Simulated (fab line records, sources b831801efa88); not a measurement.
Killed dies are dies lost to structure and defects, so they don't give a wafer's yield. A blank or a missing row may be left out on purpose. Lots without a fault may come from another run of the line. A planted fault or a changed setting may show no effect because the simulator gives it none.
A struck lot beside a sound one | flow sky130 | 14 steps out of a route of 708
Sound: wafers L165.4, L165.5, L165.6. Struck: wafer L181.3. (L181.2, L181.4 of the same lot were not struck and are left out.) The cause comes at the end.
At each step with rows: each side's tool, then ch and its chambers, then its first start. Under that, the readings that differ: sound wafers | struck wafers | difference of the means | sigmas: that difference in standard deviations of wafers without a fault.
alike: readings whose means differ by less than 2 such deviations, and words and numbers that are the same on both sides. not compared: withheld readings, readings that some wafer has no value for, bounds like >300 that may hide the same value, and numbers for which the record gives no deviation and whose values overlap.
The two part at a step that has a row with sigmas, a row that says differs or no value, or rows on one side only. Numbers that don't overlap but have no deviation are shown without sigmas and don't part them. A reading that every wafer of one side lacks parts them only if that side has two wafers or more.

first, 1 step without rows for these wafers: SKY_METAL5_CLEAN_19 (cleans in O3/DIW).
SKY_PASSIVATION_CVD_00: deposits SiO2, target thk 90 nm.
  sound on pecvd-02 ch 0,2, day 42 07:47; struck on pecvd-02 ch 0, day 45 18:12
  alike: heater_power_w
SKY_PASSIVATION_THK_MEAS_01:
  sound on film_metro-01, day 42 07:50; struck on film_metro-01, day 45 18:14
  alike: PASSIVATION_CVD_00_THK
SKY_PASSIVATION_CVD_02: deposits Si3N4, target thk 540 nm.
  sound on pecvd-03 ch 0,1,2, day 42 07:58; struck on pecvd-03 ch 2, day 45 18:17
  alike: heater_power_w
SKY_PASSIVATION_THK_MEAS_03:
  sound on film_metro-04, day 42 08:07; struck on film_metro-01, day 45 18:31
  alike: PASSIVATION_CVD_02_THK
then, 7 steps without rows for these wafers: SKY_PASSIVATION_DEHYDRATE_04 (time 60 s); SKY_PASSIVATION_HMDS_05 (prime time 60 s); SKY_PASSIVATION_COAT_06 (resist thk 3000 nm); SKY_PASSIVATION_SOFTBAKE_07; SKY_PASSIVATION_EXPOSE_08 (exposes mask NSM, target cd 3000 nm); SKY_PASSIVATION_PEB_09; SKY_PASSIVATION_DEVELOP_10 (develop time 60 s).
SKY_PASSIVATION_ETCH_11: etches the open film in CF4/O2, stops on AlCu, target depth 725 nm, time 161.1 s.
  sound on rie_diel-04 ch 0,1,3, day 43 07:52; struck on rie_diel-01 ch 3, day 46 13:31
  reading                                       | sound             | struck | difference | sigmas
  drypump_motor_current_A (A)                   | 6.3 5.8 6.4       | 4.6    | -1.6       | -2
  oes_product_au (a.u.)                         | 0.974 0.982 0.982 | 1.000  | +0.021     | +3
  run_length_s (s)                              | 189.4 190.1 188.2 | 177.6  | -11.6      | -23
  model.coat_of_PASSIVATION_COAT_06.thk_nm (nm) | 2518 2515 2512    | 2547   | +32        |
  model.PASSIVATION.feature_depth_nm (nm)       | 699.8 706.9 715.9 | 672.1  | -35.4      |
  model.etch.depth_nm (nm)                      | 699.8 706.9 715.9 | 672.1  | -35.4      |
  alike: throttle_valve_pct
  not compared: rf_hours_counter_h
SKY_PASSIVATION_STRIP_12: strips in O2/N2.
  sound on plasma_asher-04 ch 0,1, day 43 08:00; struck on plasma_asher-02 ch 0, day 46 13:37
  reading                      | sound             | struck | difference | sigmas
  strip_time_to_endpoint_s (s) | 31.53 31.51 31.48 | 31.90  | +0.39      | +3
  alike: drypump_motor_current_A, n2_flow_sccm, oes_product_au
  not compared: rf_hours_counter_h

WHERE THEY PART
First at SKY_PASSIVATION_ETCH_11; last, within this record, at SKY_PASSIVATION_STRIP_12.

WHY: what the simulator had put in
Process parameter drift: rie_diel-01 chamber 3, from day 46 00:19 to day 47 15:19, at SKY_PASSIVATION_ETCH_11. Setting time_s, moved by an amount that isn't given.
